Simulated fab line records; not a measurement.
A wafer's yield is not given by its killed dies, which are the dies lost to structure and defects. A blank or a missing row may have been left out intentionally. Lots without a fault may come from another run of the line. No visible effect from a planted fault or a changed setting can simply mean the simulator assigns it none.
fab line records	flow gf180mcu	part 1 of 2: steps 1 to 28 of 40
record: lots: 5	wafers: 15	lastDay: 33
route steps=602 shown HV_LDD@209 NSD@235 PSD@248
lots untouched by any fault: they come from a run of this same line in which no faults occurred
startH: hours from the record's opening day to when the first of the lot's shown wafers began	waitH: how many hours have passed since the lot's step before this one	" same as the row above	L1.1+2: several wafers, shown together as one row	- no value, or no start given	* or withheld: withheld	< > ~ a bound
route shown NAME@n: NAME is a module with steps in the file, n the number in the route of the first one	usual: average and standard deviation across the fault-free wafers	same: alike in all rows	chamber/n: place in a boat	sites: readings site by site	_std_site: the values' standard deviation	_edge_site: mean of outer sites minus mean of inner sites	radiusMm: for every site, how far away it sits from the centre of the wafer	mask NAME#n: copy n	behind: tool/chamber where the wafer was last shaped	hold: reason for holding the lot/hours on hold/outcome of the hold	device: the transistor (n, p or np) that didn't switch	end of line: the route-end tests of the same wafers	a step with no rows: only its recipe	killed: at the first sort, the dies lost to defects and structure; wafer yield is something else	map: shows each die of a wafer: x if killed, . if not, _ if none is there
set.NAME: the run value of the setting; set.NAME@STEP: its run value at that earlier step	model.NAME: the simulator's own value behind a step, which no gauge read
lots at some steps of the route; a table a step, a row a wafer
services: a tool's chamber out of use, with start hour (startH, from the record's first day; less than 0 if before it), hours out, and reason
== steps ==
step: GF_HV_LDD_IMPLANT_33
recipe: species: P	energyKev: 60	doseCm2: 7.5e+12	tiltDeg: 30	rotationDeg: 0
usual: endStationPressureTorr: 5.04e-06/2.8e-07
lot.wafer	tool	chamber	startH	waitH	endStationPressureTorr
L076.2	implanter-02	0	256.25	0.0	5.01e-06
L076.5	"	0	"	"	4.54e-06
L076.6	"	0	"	"	4.96e-06
L082.1	implanter-02	0	307.16	0.0	4.62e-06
L082.2	"	0	"	"	4.89e-06
L082.5	"	0	"	"	4.59e-06
L084.2	implanter-04	0	320.41	0.0	5.06e-06
L084.3	"	0	"	"	5.26e-06
L084.5	"	0	"	"	4.71e-06
L093.2	implanter-02	0	392.85	0.0	4.63e-06
L093.3	"	0	"	"	4.84e-06
L093.4	"	0	"	"	5.2e-06
L096.2	implanter-04	0	412.75	0.0	4.55e-06
L096.4	"	0	"	"	5.59e-06
L096.6	"	0	"	"	5.29e-06
step: GF_HV_LDD_IMPLANT_34
recipe: species: P	energyKev: 60	doseCm2: 7.5e+12	tiltDeg: 30	rotationDeg: 90
usual: endStationPressureTorr: 5.04e-06/2.6e-07
lot.wafer	tool	chamber	startH	waitH	endStationPressureTorr
L076.2	implanter-02	0	256.40	0.1	4.73e-06
L076.5	"	0	"	"	5.63e-06
L076.6	"	0	"	"	5.25e-06
L082.1	implanter-02	0	307.31	0.1	5.43e-06
L082.2	"	0	"	"	5.35e-06
L082.5	"	0	"	"	4.88e-06
L084.2	implanter-04	0	320.56	0.1	5e-06
L084.3	"	0	"	"	4.82e-06
L084.5	"	0	"	"	5.01e-06
L093.2	implanter-02	0	393.00	0.1	5.65e-06
L093.3	"	0	"	"	5.03e-06
L093.4	"	0	"	"	5.16e-06
L096.2	implanter-04	0	412.90	0.1	5.21e-06
L096.4	"	0	"	"	5.4e-06
L096.6	"	0	"	"	4.84e-06
step: GF_HV_LDD_IMPLANT_35
recipe: species: P	energyKev: 60	doseCm2: 7.5e+12	tiltDeg: 30	rotationDeg: 180
usual: endStationPressureTorr: 5.05e-06/2.6e-07
lot.wafer	tool	chamber	startH	waitH	endStationPressureTorr
L076.2	implanter-02	0	256.55	0.1	4.65e-06
L076.5	"	0	"	"	5.02e-06
L076.6	"	0	"	"	5.54e-06
L082.1	implanter-02	0	307.46	0.1	5.04e-06
L082.2	"	0	"	"	5.63e-06
L082.5	"	0	"	"	4.86e-06
L084.2	implanter-04	0	320.71	0.1	5.14e-06
L084.3	"	0	"	"	5.46e-06
L084.5	"	0	"	"	5.42e-06
L093.2	implanter-02	0	393.15	0.1	5.19e-06
L093.3	"	0	"	"	4.92e-06
L093.4	"	0	"	"	5.32e-06
L096.2	implanter-04	0	413.05	0.1	5.36e-06
L096.4	"	0	"	"	4.75e-06
L096.6	"	0	"	"	4.94e-06
step: GF_HV_LDD_IMPLANT_36
recipe: species: P	energyKev: 60	doseCm2: 7.5e+12	tiltDeg: 30	rotationDeg: 270
usual: endStationPressureTorr: 4.98e-06/2.6e-07
lot.wafer	tool	chamber	startH	waitH	endStationPressureTorr
L076.2	implanter-02	0	256.70	0.1	5.51e-06
L076.5	"	0	"	"	4.53e-06
L076.6	"	0	"	"	5.09e-06
L082.1	implanter-02	0	307.61	0.1	5.01e-06
L082.2	"	0	"	"	5.05e-06
L082.5	"	0	"	"	4.76e-06
L084.2	implanter-04	0	320.86	0.1	4.93e-06
L084.3	"	0	"	"	4.81e-06
L084.5	"	0	"	"	5.03e-06
L093.2	implanter-02	0	393.30	0.1	4.66e-06
L093.3	"	0	"	"	4.73e-06
L093.4	"	0	"	"	4.74e-06
L096.2	implanter-04	0	413.20	0.1	5.09e-06
L096.4	"	0	"	"	4.83e-06
L096.6	"	0	"	"	4.99e-06
step: GF_HV_LDD_STRIP_37
recipe: chemistry: O2/N2	powerW: 1400	pressureMtorr: 1500	platenTempC: 250	o2FlowSccm: 3000	n2FlowSccm: 300	overashFraction: 0.5
usual: drypumpMotorCurrentA: 5.7/0.31	heaterPowerW: 339/36	oesProductAu: 0.716/0.0043	stripTimeToEndpointS: 12.64/0.035
lot.wafer	tool	chamber	startH	waitH	drypumpMotorCurrentA	heaterPowerW	oesProductAu	rfHoursCounterH	stripTimeToEndpointS
L076.2	plasmaAsher-01	1	256.83	0.1	5.6	384	0.707	54	12.70
L076.5	"	0	"	"	5.9	365	0.722	-	12.70
L076.6	"	1	"	"	5.7	394	0.713	-	12.69
L082.1	plasmaAsher-02	1	307.76	0.1	5.2	286	0.714	19	12.65
L082.2	"	0	"	"	6.1	324	0.717	19	12.67
L082.5	"	0	"	"	6.1	319	0.716	-	12.61
L084.2	plasmaAsher-01	0	320.99	0.1	5.9	351	0.721	61	12.64
L084.3	"	1	"	"	5.6	388	0.714	-	12.67
L084.5	"	0	"	"	5.9	360	0.716	-	12.65
L093.2	plasmaAsher-01	0	393.43	0.1	5.9	365	0.724	69	12.68
L093.3	"	1	"	"	5.7	395	0.720	-	12.66
L093.4	"	0	"	"	5.9	353	0.723	-	12.64
L096.2	plasmaAsher-02	0	413.33	0.1	6.1	324	0.717	32	12.59
L096.4	"	0	"	"	6.1	326	0.718	-	12.60
L096.6	"	0	"	"	6.1	329	0.716	-	12.60
step: GF_HV_LDD_TW_MEAS_38
usual: HV_LDD_3_TW: 1427/11
lot.wafer	tool	chamber	startH	waitH	HV_LDD_3_TW
L076.2	filmMetro-04	-	256.94	0.1	1425
L076.5	"	-	"	"	1438
L076.6	"	-	"	"	1424
L082.1	filmMetro-01	-	307.86	0.1	1435
L082.2	"	-	"	"	1440
L082.5	"	-	"	"	1439
L084.2	filmMetro-02	-	321.10	0.1	1412
L084.3	"	-	"	"	1409
L084.5	"	-	"	"	1415
L093.2	filmMetro-04	-	393.54	0.1	1417
L093.3	"	-	"	"	1413
L093.4	"	-	"	"	1418
L096.2	filmMetro-04	-	413.44	0.1	1428
L096.4	"	-	"	"	1434
L096.6	"	-	"	"	1432
step: GF_HV_LDD_DEHYDRATE_39
recipe: tempC: 200	timeS: 60
lot.wafer	tool	chamber	startH	waitH
L076.2+5+6	lithoTrack-01	0	266.01	9.1
L082.1+2+5	lithoTrack-03	0	317.22	9.4
L084.2+3+5	lithoTrack-01	0	330.41	9.3
L093.2+3+4	lithoTrack-01	0	404.35	10.8
L096.2+4+6	lithoTrack-01	0	425.90	12.5
step: GF_HV_LDD_HMDS_40
recipe: primeTimeS: 60	primeTempC: 120
same: primeTimeS: 60
lot.wafer	tool	chamber	startH	waitH
L076.2+5+6	lithoTrack-01	0	266.16	0.1
L082.1+2+5	lithoTrack-03	0	317.37	0.1
L084.2+3+5	lithoTrack-01	0	330.56	0.1
L093.2+3+4	lithoTrack-01	0	404.50	0.1
L096.2+4+6	lithoTrack-01	0	426.05	0.1
step: GF_HV_LDD_COAT_41
recipe: resist: NOVOLAK	spinRpm: 3000	resistThkNm: 1000
lot.wafer	tool	chamber	startH	waitH
L076.2+5+6	lithoTrack-01	0	266.31	0.1
L082.1+2+5	lithoTrack-03	0	317.52	0.1
L084.2+3+5	lithoTrack-01	0	330.71	0.1
L093.2+3+4	lithoTrack-01	0	404.65	0.1
L096.2+4+6	lithoTrack-01	0	426.20	0.1
step: GF_HV_LDD_SOFTBAKE_42
recipe: tempC: 90	timeS: 60	resist: NOVOLAK
lot.wafer	tool	chamber	startH	waitH
L076.2+5+6	lithoTrack-01	0	266.46	0.1
L082.1+2+5	lithoTrack-03	0	317.67	0.1
L084.2+3+5	lithoTrack-01	0	330.86	0.1
L093.2+3+4	lithoTrack-01	0	404.80	0.1
L096.2+4+6	lithoTrack-01	0	426.35	0.1
step: GF_HV_LDD_EXPOSE_43
recipe: maskId: Pplus_HV_AREA	targetCdNm: 400	na: 0.6	sourceShape: conventional	sigmaOuter: 0.6	doseMj: 140
usual: stageVelMmS: 500.00/0.24
lot.wafer	tool	chamber	startH	waitH	mask	stageVelMmS
L076.2	ilineStepper-01	0	-	-	Pplus_HV_AREA#0	500.24
L076.5	"	0	"	"	Pplus_HV_AREA#0	499.92
L076.6	"	0	"	"	Pplus_HV_AREA#0	500.05
L082.1	ilineStepper-02	0	-	-	Pplus_HV_AREA#0	499.84
L082.2	"	0	"	"	Pplus_HV_AREA#0	499.38
L082.5	"	0	"	"	Pplus_HV_AREA#0	500.14
L084.2	ilineStepper-02	0	-	-	Pplus_HV_AREA#0	499.77
L084.3	"	0	"	"	Pplus_HV_AREA#0	499.52
L084.5	"	0	"	"	Pplus_HV_AREA#0	499.95
L093.2	ilineStepper-02	0	-	-	Pplus_HV_AREA#0	499.72
L093.3	"	0	"	"	Pplus_HV_AREA#0	499.78
L093.4	"	0	"	"	Pplus_HV_AREA#0	499.73
L096.2	ilineStepper-02	0	-	-	Pplus_HV_AREA#0	499.70
L096.4	"	0	"	"	Pplus_HV_AREA#0	499.91
L096.6	"	0	"	"	Pplus_HV_AREA#0	499.83
step: GF_HV_LDD_PEB_44
recipe: tempC: withheld	timeS: *	resist: NOVOLAK
lot.wafer	tool	chamber	startH	waitH
L076.2+5+6	lithoTrack-03	0	-	-
L082.1+2+5	lithoTrack-03	0	-	-
L084.2+3+5	lithoTrack-02	0	-	-
L093.2+3+4	lithoTrack-03	0	-	-
L096.2+4+6	lithoTrack-03	0	-	-
step: GF_HV_LDD_DEVELOP_45
recipe: developTimeS: 60	devTempC: 23
lot.wafer	tool	chamber	startH	waitH
L076.2+5+6	lithoTrack-03	0	275.90	0.1
L082.1+2+5	lithoTrack-03	0	327.32	0.1
L084.2+3+5	lithoTrack-02	0	341.73	0.1
L093.2+3+4	lithoTrack-03	0	416.45	0.1
L096.2+4+6	lithoTrack-03	0	438.19	0.1
step: GF_HV_LDD_CD_MEAS_46
recipe: targetCdNm: 400
usual: cdNm: 400.2/2
lot.wafer	tool	chamber	startH	waitH	cdNm
L076.2	cdSem-02	-	276.04	0.1	400.8
L076.5	"	-	"	"	401.7
L076.6	"	-	"	"	402.3
L082.1	cdSem-02	-	327.47	0.1	400.4
L082.2	"	-	"	"	399.9
L082.5	"	-	"	"	401.2
L084.2	cdSem-01	-	341.87	0.1	399.5
L084.3	"	-	"	"	398.2
L084.5	"	-	"	"	398.5
L093.2	cdSem-02	-	416.59	0.1	398.1
L093.3	"	-	"	"	397.7
L093.4	"	-	"	"	396.6
L096.2	cdSem-01	-	438.34	0.1	403.2
L096.4	"	-	"	"	402.7
L096.6	"	-	"	"	401.7
step: GF_HV_LDD_OVL_MEAS_47
usual: HV_LDD_03_OVL: 0.4/1.4
lot.wafer	tool	chamber	startH	waitH	HV_LDD_03_OVL[nm]
L076.2	overlay-01	-	276.15	0.1	3.3
L076.5	"	-	"	"	2.9
L076.6	"	-	"	"	2.3
L082.1	overlay-02	-	327.59	0.1	-0.3
L082.2	"	-	"	"	-2.0
L082.5	"	-	"	"	-0.8
L084.2	overlay-02	-	341.98	0.1	-0.4
L084.3	"	-	"	"	-0.8
L084.5	"	-	"	"	-0.7
L093.2	overlay-02	-	416.70	0.1	-1.9
L093.3	"	-	"	"	0.2
L093.4	"	-	"	"	-1.9
L096.2	overlay-02	-	438.45	0.1	0.8
L096.4	"	-	"	"	1.0
L096.6	"	-	"	"	-1.2
step: GF_HV_LDD_IMPLANT_48
recipe: species: B	energyKev: 25	doseCm2: 3e+13	tiltDeg: 7
usual: endStationPressureTorr: 5.15e-06/2.5e-07
lot.wafer	tool	chamber	startH	waitH	endStationPressureTorr
L076.2	implanter-02	0	276.20	0.0	5.31e-06
L076.5	"	0	"	"	5.04e-06
L076.6	"	0	"	"	4.91e-06
L082.1	implanter-04	0	327.63	0.0	5.18e-06
L082.2	"	0	"	"	5.11e-06
L082.5	"	0	"	"	5.76e-06
L084.2	implanter-04	0	342.03	0.0	5.19e-06
L084.3	"	0	"	"	5.19e-06
L084.5	"	0	"	"	5.39e-06
L093.2	implanter-01	0	416.75	0.0	4.79e-06
L093.3	"	0	"	"	5.18e-06
L093.4	"	0	"	"	4.94e-06
L096.2	implanter-01	0	438.50	0.0	5.73e-06
L096.4	"	0	"	"	5.36e-06
L096.6	"	0	"	"	5.02e-06
step: GF_HV_LDD_STRIP_49
recipe: chemistry: O2/N2	powerW: 1400	pressureMtorr: 1500	platenTempC: 250	o2FlowSccm: 3000	n2FlowSccm: 300	overashFraction: 0.5
usual: drypumpMotorCurrentA: 5.7/0.3	heaterPowerW: 327/30	oesProductAu: 0.716/0.0051	stripTimeToEndpointS: 12.65/0.034
lot.wafer	tool	chamber	startH	waitH	drypumpMotorCurrentA	heaterPowerW	oesProductAu	rfHoursCounterH	stripTimeToEndpointS
L076.2	plasmaAsher-04	1	276.33	0.1	5.7	350	0.708	50	12.66
L076.5	"	0	"	"	5.8	309	0.722	-	12.71
L076.6	"	1	"	"	5.7	342	0.716	-	12.63
L082.1	plasmaAsher-02	0	327.78	0.1	6.2	329	0.717	21	12.57
L082.2	"	1	"	"	5.2	287	0.711	21	12.56
L082.5	"	1	"	"	5.2	296	0.717	-	12.56
L084.2	plasmaAsher-02	0	342.16	0.1	6.1	319	0.714	23	12.65
L084.3	"	1	"	"	5.2	276	0.711	-	12.64
L084.5	"	0	"	"	6.2	325	0.713	-	12.69
L093.2	plasmaAsher-02	0	416.88	0.1	6.1	318	0.710	32	12.67
L093.3	"	0	"	"	6.1	327	0.710	-	12.67
L093.4	"	1	"	"	5.2	288	0.712	-	12.67
L096.2	plasmaAsher-02	1	438.63	0.1	5.2	288	0.715	35	12.68
L096.4	"	0	"	"	6.2	318	0.721	-	12.69
L096.6	"	1	"	"	5.2	286	0.711	-	12.70
step: GF_HV_LDD_TW_MEAS_50
usual: HV_LDD_4_TW: 564/4.4
lot.wafer	tool	chamber	startH	waitH	HV_LDD_4_TW
L076.2	filmMetro-01	-	276.44	0.1	569
L076.5	"	-	"	"	572
L076.6	"	-	"	"	571
L082.1	filmMetro-04	-	327.88	0.1	565
L082.2	"	-	"	"	565
L082.5	"	-	"	"	563
L084.2	filmMetro-02	-	342.27	0.1	561
L084.3	"	-	"	"	558
L084.5	"	-	"	"	560
L093.2	filmMetro-04	-	416.99	0.1	566
L093.3	"	-	"	"	566
L093.4	"	-	"	"	566
L096.2	filmMetro-02	-	438.74	0.1	562
L096.4	"	-	"	"	562
L096.6	"	-	"	"	561
step: GF_HV_LDD_CLEAN_51
recipe: chemistry: SC1/SC2	mix: 1:4:20	tempC: 70	timeS: 150	dry: n2Spin
lot.wafer	tool	chamber	startH	waitH
L076.2+5+6	wetBench-02	2	276.49	0.0
L082.1+2+5	wetBench-01	2	327.94	0.1
L084.2+3+5	wetBench-02	2	342.32	0.0
L093.2+3+4	wetBench-02	0	417.04	0.0
L096.2+4+6	wetBench-01	0	438.79	0.0
step: GF_HV_LDD_RTA_52
recipe: tempC: 1000	timeS: 10	ambient: N2
usual: lampPowerPct: 32.6/1	wafer_temp_C_max: 1004.5/1.2
lot.wafer	tool	chamber	startH	waitH	lampPowerPct	wafer_temp_C_max
L076.2	rtpAnneal-01	0	276.55	0.0	31.5	1005.1
L076.5	"	0	"	"	31.6	1007.5
L076.6	"	0	"	"	31.6	1004.9
L082.1	rtpAnneal-02	0	327.99	0.0	33.5	1003.6
L082.2	"	0	"	"	33.7	1004.1
L082.5	"	0	"	"	33.6	1004.1
L084.2	rtpAnneal-02	0	342.38	0.0	33.7	1003.4
L084.3	"	0	"	"	33.6	1003.9
L084.5	"	0	"	"	33.6	1003.6
L093.2	rtpAnneal-02	0	417.10	0.0	33.7	1003.8
L093.3	"	0	"	"	33.6	1005.4
L093.4	"	0	"	"	33.6	1003.3
L096.2	rtpAnneal-02	0	438.85	0.0	33.7	1004.9
L096.4	"	0	"	"	33.6	1002.5
L096.6	"	0	"	"	33.6	1003.8
step: GF_HV_LDD_RS_MEAS_53
recipe: thkMeasGauge: four-point-probe
usual: HV_LDD_RS: 418.2/0.86
lot.wafer	tool	chamber	startH	waitH	HV_LDD_RS[ohm/sq]
L076.2	filmMetro-01	-	276.62	0.1	416.7
L076.5	"	-	"	"	418.4
L076.6	"	-	"	"	417.4
L082.1	filmMetro-02	-	328.06	0.1	418.0
L082.2	"	-	"	"	417.4
L082.5	"	-	"	"	417.9
L084.2	filmMetro-01	-	342.46	0.1	418.6
L084.3	"	-	"	"	419.0
L084.5	"	-	"	"	419.8
L093.2	filmMetro-04	-	417.17	0.1	418.0
L093.3	"	-	"	"	418.6
L093.4	"	-	"	"	418.4
L096.2	filmMetro-01	-	438.92	0.1	419.2
L096.4	"	-	"	"	419.2
L096.6	"	-	"	"	420.0
step: GF_HV_LDD_CVD_54
recipe: material: SiO2	targetThkNm: 10	precursor: TEOS	tempC: 680	timeS: 75	pressureMtorr: 400
lot.wafer	tool	chamber	startH	waitH
L076.2+5+6	lpcvd-01	0	280.69	4.0
L082.1+2+5	lpcvd-01	1	328.97	0.9
L084.2+3+5	lpcvd-01	1	343.56	1.1
L093.2+3+4	lpcvd-01	0	417.27	0.1
L096.2+4+6	lpcvd-01	0	439.02	0.1
step: GF_HV_LDD_THK_MEAS_55
recipe: reads: SiO2_of_HV_LDD_CVD_54
usual: HV_LDD_CVD_54_THK: 9.97/0.13
lot.wafer	tool	chamber	startH	waitH	HV_LDD_CVD_54_THK[nm]
L076.2	filmMetro-04	-	281.72	0.0	9.87
L076.5	"	-	"	"	9.85
L076.6	"	-	"	"	9.75
L082.1	filmMetro-02	-	330.50	0.0	9.92
L082.2	"	-	"	"	9.86
L082.5	"	-	"	"	9.85
L084.2	filmMetro-01	-	344.59	0.0	10.00
L084.3	"	-	"	"	10.07
L084.5	"	-	"	"	9.99
L093.2	filmMetro-04	-	418.30	0.0	9.97
L093.3	"	-	"	"	9.99
L093.4	"	-	"	"	10.05
L096.2	filmMetro-04	-	440.05	0.0	9.66
L096.4	"	-	"	"	9.90
L096.6	"	-	"	"	9.83
step: GF_HV_LDD_CVD_56
recipe: material: Si3N4	precursor: DCS/NH3	targetThkNm: 90	tempC: 770	timeS: 1543	pressureMtorr: 250
lot.wafer	tool	chamber	startH	waitH
L076.2+5+6	lpcvd-01	1	283.14	1.4
L082.1+2+5	lpcvd-01	1	331.84	1.3
L084.2+3+5	lpcvd-01	1	344.64	0.0
L093.2+3+4	lpcvd-01	1	419.31	1.0
L096.2+4+6	lpcvd-01	0	440.10	0.0
step: GF_HV_LDD_THK_MEAS_57
recipe: reads: Si3N4_of_HV_LDD_CVD_56
usual: HV_LDD_CVD_56_THK: 89.9/0.79
lot.wafer	tool	chamber	startH	waitH	HV_LDD_CVD_56_THK[nm]
L076.2	filmMetro-02	-	284.58	0.0	89.7
L076.5	"	-	"	"	90.0
L076.6	"	-	"	"	89.7
L082.1	filmMetro-04	-	333.27	0.0	89.8
L082.2	"	-	"	"	89.7
L082.5	"	-	"	"	89.8
L084.2	filmMetro-01	-	346.09	0.0	89.7
L084.3	"	-	"	"	90.1
L084.5	"	-	"	"	90.0
L093.2	filmMetro-01	-	420.75	0.0	89.9
L093.3	"	-	"	"	89.8
L093.4	"	-	"	"	89.4
L096.2	filmMetro-01	-	441.54	0.0	91.0
L096.4	"	-	"	"	90.8
L096.6	"	-	"	"	91.3
step: GF_HV_LDD_ETCHBACK_58
recipe: chemistry: CH3F/O2	target: Si3N4	stopOn: SiO2	sourceW: 400	biasW: 80	pressureMtorr: 25	ch3fFlowSccm: 40	O2_flow_sccm: 30	timeS: 100	targetDepthA: 900
usual: ch3fFlowSccm: 40.01/0.12	drypumpMotorCurrentA: 5.6/0.36	oesProductAu: 0.842/0.0065	throttleValvePct: 10.560/0.0094
lot.wafer	tool	chamber	startH	waitH	ch3fFlowSccm	drypumpMotorCurrentA	oesProductAu	rfHoursCounterH	throttleValvePct
L076.2	rieDiel-04	1	284.63	0.0	40.09	5.0	0.844	14	10.567
L076.5	"	3	"	"	39.95	6.3	0.848	-	10.555
L076.6	"	0	"	"	40.12	6.1	0.842	-	10.571
L082.1	rieDiel-04	0	333.33	0.1	39.91	6.1	0.842	104	10.541
L082.2	"	1	"	"	40.21	5.0	0.850	15	10.556
L082.5	"	2	"	"	40.19	5.8	0.844	-	10.567
L084.2	rieDiel-02	1	346.14	0.0	39.81	5.3	0.838	25	10.562
L084.3	"	0	"	"	40.25	5.4	0.839	115	10.560
L084.5	"	2	"	"	39.91	5.1	0.834	-	10.563
L093.2	rieDiel-01	0	420.80	0.0	39.99	5.5	0.840	19	10.563
L093.3	"	3	"	"	39.85	5.5	0.846	105	10.569
L093.4	"	1	"	"	40.18	5.6	0.852	42	10.560
L096.2	rieDiel-01	1	441.59	0.0	39.95	5.7	0.840	43	10.547
L096.4	"	1	"	"	40.09	5.7	0.852	-	10.528
L096.6	"	2	"	"	39.97	5.9	0.853	-	10.564
step: GF_NSD_DEHYDRATE_00
recipe: tempC: 200	timeS: 60
lot.wafer	tool	chamber	startH	waitH
L076.2+5+6	lithoTrack-04	0	293.84	9.2
L082.1+2+5	lithoTrack-03	0	344.37	11.0
L084.2+3+5	lithoTrack-04	0	356.44	10.3
L093.2+3+4	lithoTrack-04	0	432.49	11.6
L096.2+4+6	lithoTrack-04	0	453.59	12.0
step: GF_NSD_HMDS_01
recipe: primeTimeS: 60	primeTempC: 120
same: primeTimeS: 60
lot.wafer	tool	chamber	startH	waitH
L076.2+5+6	lithoTrack-04	0	293.99	0.1
L082.1+2+5	lithoTrack-03	0	344.52	0.1
L084.2+3+5	lithoTrack-04	0	356.59	0.1
L093.2+3+4	lithoTrack-04	0	432.64	0.1
L096.2+4+6	lithoTrack-04	0	453.74	0.1
